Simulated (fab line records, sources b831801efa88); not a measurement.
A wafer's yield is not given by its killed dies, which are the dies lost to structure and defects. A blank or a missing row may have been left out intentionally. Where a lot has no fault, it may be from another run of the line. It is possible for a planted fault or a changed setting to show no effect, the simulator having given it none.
Chamber matching :: flow gf180mcu :: GF_V3_CMP_04 on cmp-02 has 4 sister chambers
The step polishes SiO2. 30 wafers are shown with their chamber, then 12 later ones without.

EACH WAFER AND ITS CHAMBER
wafer: L074.2
chamber: 1
motor current A (A): 11.2
retaining ring pressure frac: 1.002
time to endpoint s (s): 86

wafer: L074.3
chamber: 3
motor current A (A): 12.9
retaining ring pressure frac: 1.006
time to endpoint s (s): 79

wafer: L074.5
chamber: 3
motor current A (A): 12.4
retaining ring pressure frac: 0.986
time to endpoint s (s): 87

wafer: L077.2
chamber: 1
motor current A (A): 11.6
retaining ring pressure frac: 1.002
time to endpoint s (s): 80

wafer: L077.3
chamber: 2
motor current A (A): 14.0
retaining ring pressure frac: 0.996
time to endpoint s (s): 82

wafer: L077.5
chamber: 0
motor current A (A): 11.6
retaining ring pressure frac: 0.999
time to endpoint s (s): 82

wafer: L078.1
chamber: 1
motor current A (A): 11.0
retaining ring pressure frac: 0.999
time to endpoint s (s): 81

wafer: L078.4
chamber: 3
motor current A (A): 12.7
retaining ring pressure frac: 1.006
time to endpoint s (s): 88

wafer: L078.5
chamber: 0
motor current A (A): 12.1
retaining ring pressure frac: 0.997
time to endpoint s (s): 87

wafer: L079.2
chamber: 3
motor current A (A): 12.6
retaining ring pressure frac: 1.008
time to endpoint s (s): 83

wafer: L079.3
chamber: 0
motor current A (A): 12.2
retaining ring pressure frac: 1.011
time to endpoint s (s): 79

wafer: L079.5
chamber: 0
motor current A (A): 12.2
retaining ring pressure frac: 1.005
time to endpoint s (s): 82

wafer: L080.1
chamber: 1
motor current A (A): 11.1
retaining ring pressure frac: 0.996
time to endpoint s (s): 83

wafer: L080.2
chamber: 2
motor current A (A): 13.2
retaining ring pressure frac: 1.011
time to endpoint s (s): 80

wafer: L080.4
chamber: 0
motor current A (A): 11.7
retaining ring pressure frac: 1.003
time to endpoint s (s): 87

wafer: L083.2
chamber: 1
motor current A (A): 11.6
retaining ring pressure frac: 1.011
time to endpoint s (s): 79

wafer: L083.3
chamber: 0
motor current A (A): 11.4
retaining ring pressure frac: 0.999
time to endpoint s (s): 74

wafer: L083.4
chamber: 3
motor current A (A): 12.8
retaining ring pressure frac: 1.004
time to endpoint s (s): 79

wafer: L084.1
chamber: 3
motor current A (A): 12.5
retaining ring pressure frac: 0.996
time to endpoint s (s): 84

wafer: L084.2
chamber: 2
motor current A (A): 13.6
retaining ring pressure frac: 1.002
time to endpoint s (s): 81

wafer: L084.4
chamber: 0
motor current A (A): 11.7
retaining ring pressure frac: 1.000
time to endpoint s (s): 85

wafer: L087.2
chamber: 1
motor current A (A): 11.4
retaining ring pressure frac: 1.006
time to endpoint s (s): 89

wafer: L087.5
chamber: 2
motor current A (A): 13.4
retaining ring pressure frac: 0.997
time to endpoint s (s): 92

wafer: L087.6
chamber: 3
motor current A (A): 13.1
retaining ring pressure frac: 1.002
time to endpoint s (s): 93

wafer: L088.3
chamber: 3
motor current A (A): 13.6
retaining ring pressure frac: 1.000
time to endpoint s (s): 76

wafer: L088.4
chamber: 1
motor current A (A): 12.0
retaining ring pressure frac: 1.003
time to endpoint s (s): 88

wafer: L088.6
chamber: 1
motor current A (A): 11.2
retaining ring pressure frac: 0.997
time to endpoint s (s): 83

wafer: L089.3
chamber: 1
motor current A (A): 11.2
retaining ring pressure frac: 1.003
time to endpoint s (s): 79

wafer: L089.5
chamber: 2
motor current A (A): 13.8
retaining ring pressure frac: 0.998
time to endpoint s (s): 77

wafer: L089.6
chamber: 1
motor current A (A): 11.9
retaining ring pressure frac: 1.004
time to endpoint s (s): 82

SIGNATURES, as means of the wafers listed above
reading: motor current A
chamber 0: 11.843
chamber 1: 11.420
chamber 2: 13.600
chamber 3: 12.825
scatter within a chamber: 0.346

reading: retaining ring pressure frac
chamber 0: 1.00200
chamber 1: 1.00230
chamber 2: 1.00080
chamber 3: 1.00100
scatter within a chamber: 0.00562

reading: time to endpoint s
chamber 0: 82.29
chamber 1: 83.00
chamber 2: 82.40
chamber 3: 83.62
scatter within a chamber: 4.79
Rule: for a wafer and a chamber, the distance is found by dividing, reading by reading, the gap between the wafer's reading and the chamber's mean by the reading's scatter, squaring, summing and taking the root. The wafer belongs to the nearest chamber; if the next one is less than 2 further off, it can't be placed. How the scatter is found: for the shown wafers, subtract from each reading the mean of its chamber, square and add these, divide the total by (wafers less chambers), then take the root.

WAFERS WITHOUT THEIR CHAMBER
wafer: L091.1
motor current A (A): 12.3
retaining ring pressure frac: 1.005
time to endpoint s (s): 74

wafer: L091.2
motor current A (A): 13.4
retaining ring pressure frac: 1.004
time to endpoint s (s): 80

wafer: L091.5
motor current A (A): 13.1
retaining ring pressure frac: 0.998
time to endpoint s (s): 82

wafer: L094.1
motor current A (A): 12.1
retaining ring pressure frac: 0.999
time to endpoint s (s): 83

wafer: L094.3
motor current A (A): 11.7
retaining ring pressure frac: 1.003
time to endpoint s (s): 87

wafer: L094.6
motor current A (A): 11.8
retaining ring pressure frac: 1.000
time to endpoint s (s): 91

wafer: L096.2
motor current A (A): 13.7
retaining ring pressure frac: 1.006
time to endpoint s (s): 84

wafer: L096.3
motor current A (A): 11.8
retaining ring pressure frac: 1.000
time to endpoint s (s): 83

wafer: L096.5
motor current A (A): 12.2
retaining ring pressure frac: 0.994
time to endpoint s (s): 94

wafer: L097.1
motor current A (A): 11.2
retaining ring pressure frac: 0.997
time to endpoint s (s): 84

wafer: L097.3
motor current A (A): 12.9
retaining ring pressure frac: 1.000
time to endpoint s (s): 84

wafer: L097.5
motor current A (A): 11.5
retaining ring pressure frac: 0.994
time to endpoint s (s): 86

EACH ONE'S CHAMBER
wafer: L091.1
from the rows above: can't be placed: 0 or 3 or 1 or 2
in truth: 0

wafer: L091.2
from the rows above: can't be placed: 2 or 3
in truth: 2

wafer: L091.5
from the rows above: can't be placed: 3 or 2
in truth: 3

wafer: L094.1
from the rows above: can't be placed: 0 or 1 or 3
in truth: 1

wafer: L094.3
from the rows above: can't be placed: 0 or 1
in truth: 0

wafer: L094.6
from the rows above: can't be placed: 0 or 1 or 3
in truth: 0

wafer: L096.2
from the rows above: can't be placed: 2 or 3
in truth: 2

wafer: L096.3
from the rows above: can't be placed: 0 or 1
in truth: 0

wafer: L096.5
from the rows above: can't be placed: 0 or 3 or 1 or 2
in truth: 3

wafer: L097.1
from the rows above: can't be placed: 1 or 0
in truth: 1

wafer: L097.3
from the rows above: can't be placed: 3 or 2
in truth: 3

wafer: L097.5
from the rows above: can't be placed: 1 or 0
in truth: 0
Correctly placed: 0 of 12. Not placeable from these rows: 12 (in 12, the candidates include the true chamber). Number placed wrongly: 0.
